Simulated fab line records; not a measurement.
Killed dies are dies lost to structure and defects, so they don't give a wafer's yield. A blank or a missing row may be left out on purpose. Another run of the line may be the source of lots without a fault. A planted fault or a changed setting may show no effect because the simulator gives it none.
A struck lot beside a sound one -- flow sky130 -- 43 out of 708 route steps
Sound: the wafers L744.3, L744.5, L744.6. Struck: wafers L754.2, L754.3, L754.4. The cause is named last.
Order at every step that has rows: each side's tool, ch and its chambers, its first start. Under that, the readings that differ: sound wafers -- struck wafers -- difference of the means -- sigmas: that difference in standard deviations of wafers without a fault.
alike: a reading whose means differ by less than 2 such deviations, as well as words and numbers matching on both sides. not compared: withheld readings; readings where some wafer has no value; bounds like >300 that might hide an equal value; numbers whose values overlap and for which the record gives no deviation.
A row with sigmas, a row that says differs or no value, or rows on one side alone: a step with any of these is where the two part. Non-overlapping numbers with no deviation appear without sigmas and do not part them. A reading missing from all wafers of one side parts the sides only when that side holds two or more wafers.

first, 5 steps without rows for these wafers: SKY_METAL3_COAT_08 (resist thk 1140 nm); SKY_METAL3_SOFTBAKE_09 (time 90 s); SKY_METAL3_EXPOSE_10 (exposes mask MM3, target cd 300 nm); SKY_METAL3_PEB_11; SKY_METAL3_DEVELOP_12 (develop time 60 s).
SKY_METAL3_CD_MEAS_13: the cd target is 300 nm.
  sound on cd sem-02 at day 42 06:16; struck on cd sem-01 at day 44 15:27
  alike: cd nm
SKY_METAL3_OVL_MEAS_14:
  sound on overlay-01 at day 42 06:22; struck on overlay-02 at day 44 15:34
  alike: METAL3_OVL
SKY_METAL3_DESCUM_15: chemistry O2, time 8 s.
  sound on rie metal-04 ch 0,1, day 42 06:24; struck on rie metal-03 ch 0,1, day 44 15:35
reading,sound,struck,difference,sigmas
drypump motor current A (A),5.3 5.4 5.4,6.3 5.9 6.3,+0.8,+2
  alike: oes product au
  not compared: rf hours counter h
then, 4 steps without rows for these wafers: SKY_METAL3_ETCH_16 (etches BARC in N2/H2, stops on SiO2, time 88.2 s, target depth 60 nm); SKY_METAL3_ETCH_17 (etches SiO2 in C4F8/O2/Ar, stops on TiN, time 3.9 s, target depth 15 nm); SKY_METAL3_METAL_ETCH_18 (etches the open film in Cl2/BCl3, stops on SiO2, target depth 845 nm, time 183.1 s); SKY_METAL3_STRIP_19 (strips in O2/N2).
SKY_METAL3_STRIP_20: strips in post etch residue remover, time 1200 s.
  sound on wet bench-01 ch 2, day 42 06:49; struck on wet bench-02 ch 1, day 44 16:11
then, 3 steps without rows for these wafers: SKY_METAL3_CLEAN_21 (cleans in IPA, time 180 s); SKY_METAL3_CLEAN_22 (cleans in O3/DIW); SKY_VIA3_HDPCVD_00 (deposits SiO2, target thk 1635 nm, time 272.5 s).
SKY_VIA3_THK_MEAS_01:
  sound on film metro-01 at day 42 07:32; struck on film metro-01 at day 44 16:55
  alike: VIA3_HDPCVD_THK
SKY_VIA3_CMP_02: polishes SiO2.
  sound on cmp-01 ch 2,3, day 42 07:34; struck on cmp-02 ch 0,1,2, day 44 16:58
  alike: edge zone pressure frac, motor current A
SKY_VIA3_BOW_MEAS_03:
  sound on film metro-01 at day 42 07:55; struck on film metro-04 at day 44 17:17
  alike: VIA3_BOW
then, 8 steps without rows for these wafers: SKY_VIA3_DEHYDRATE_04 (time 60 s); SKY_VIA3_HMDS_05 (prime time 60 s); SKY_VIA3_COAT_06 (resist thk 60 nm); SKY_VIA3_COAT_07 (resist thk 450 nm); SKY_VIA3_SOFTBAKE_08 (time 90 s); SKY_VIA3_EXPOSE_09 (exposes mask VIM3, target cd 200 nm); SKY_VIA3_PEB_10; SKY_VIA3_DEVELOP_11 (develop time 60 s).
SKY_VIA3_CD_MEAS_12: the cd target is 200 nm.
  sound on cd sem-01 at day 43 06:52; struck on cd sem-01 at day 45 14:42
  alike: cd nm
SKY_VIA3_OVL_MEAS_13:
  sound on overlay-01 at day 43 06:57; struck on overlay-02 at day 45 14:49
  alike: VIA3_OVL
SKY_VIA3_ETCH_14: etches BARC in N2/H2, stops on SiO2, time 45.9 s, target depth 60 nm.
  sound on rie diel-01 ch 0,2, day 43 06:58; struck on rie diel-03 ch 0,1,3, day 45 14:50
  alike: drypump motor current A, oes product au, throttle valve pct
  not compared: rf hours counter h
SKY_VIA3_ETCH_15: etches SiO2 in C4F8/O2/Ar, stops on TiN, target depth 507 nm, time 81.07 s.
  sound on rie diel-01 ch 0,2, day 43 07:01; struck on rie diel-03 ch 0,1,3, day 45 14:53
  alike: oes product au
  not compared: rf hours counter h
SKY_VIA3_STRIP_16: strips in O2/N2.
  sound on plasma asher-02 ch 0,1, day 43 07:07; struck on plasma asher-01 ch 0,1, day 45 14:56
  alike: drypump motor current A, oes product au, strip time to endpoint s
  not compared: rf hours counter h
then, 5 steps without rows for these wafers: SKY_VIA3_STRIP_17 (strips in post etch residue remover, time 1200 s); SKY_VIA3_CLEAN_18 (cleans in IPA, time 180 s); SKY_VIA3_CLEAN_19 (cleans in O3/DIW); SKY_VIA3_SPUTTER_20 (material TiN, target thk 20 nm, time 80 s); SKY_VIA3_CVD_21 (deposits W, target thk 390 nm, time 117.31 s).
SKY_VIA3_RS_MEAS_22: measurement is done with a four-point probe.
  sound on film metro-04 at day 43 07:53; struck on film metro-02 at day 45 15:46
  alike: VIA3_W_RS
SKY_VIA3_THK_MEAS_23: measures by xrf.
  sound on film metro-04 at day 43 07:59; struck on film metro-02 at day 45 15:53
  alike: VIA3_W_THK
then, 3 steps without rows for these wafers: SKY_VIA3_CMP_24 (polishes, stops on SiO2, t overpolish 20 s, target thk 0 nm); SKY_METAL4_SPUTTER_00 (material Ti, target thk 15 nm, time 10 s); SKY_METAL4_SPUTTER_01 (material TiN, target thk 20 nm, time 16.7 s).
-- the record jumps here: 5 days lie between the struck wafers' starts before and after (it left off in module METAL4 and takes up again in module PAD_OPEN, whose first step shown is number 708 of the route) --
SKY_PAD_OPEN_PROBE_99:
  sound on prober-01 at day 48 23:50; struck on prober-02 at day 50 11:04
reading,sound,struck,difference,sigmas
defect limited yield (%),80.9 84.8 83.7,73.8 73.8 72.4,-9.8,-5
killed_at_M0_to_M3,52 36 39,87 92 95,+49,+7
killed dies,94 75 80,129 129 136,+48,+6
sort_bin_3_pad_short (%),0.8 0.6 1.0,2.6 3.0 3.3,+2.2,+5
sort_bin_5_function (%),11.4 9.8 9.6,17.1 16.7 16.5,+6.5,+4
sort n pass,398 417 412,363 363 356,-48,-6
sort yield pct (%),80.9 84.8 83.7,73.8 73.8 72.4,-9.8,-5
model.etest.tester.sort n pass,398 417 412,363 363 356,-48,
model.etest.tester.sort yield pct (%),80.89 84.76 83.74,73.78 73.78 72.36,-9.82,
model.etest.tester.sort_bin_5_pct (%),11.38 9.756 9.553,17.07 16.67 16.46,+6.50,
model.etest.tester.sort_bin_3_pct (%),0.813 0.6098 1.016,2.642 3.049 3.252,+2.168,
  alike: killed_at_M4_up, killed at contacts, killed at front end, killed at other, killed open, killed short, sort_bin_6_memory

== WHERE THEY PART ==
First at SKY_METAL3_DESCUM_15; last, within this record, at SKY_PAD_OPEN_PROBE_99.

WHY: the cause the simulator had injected
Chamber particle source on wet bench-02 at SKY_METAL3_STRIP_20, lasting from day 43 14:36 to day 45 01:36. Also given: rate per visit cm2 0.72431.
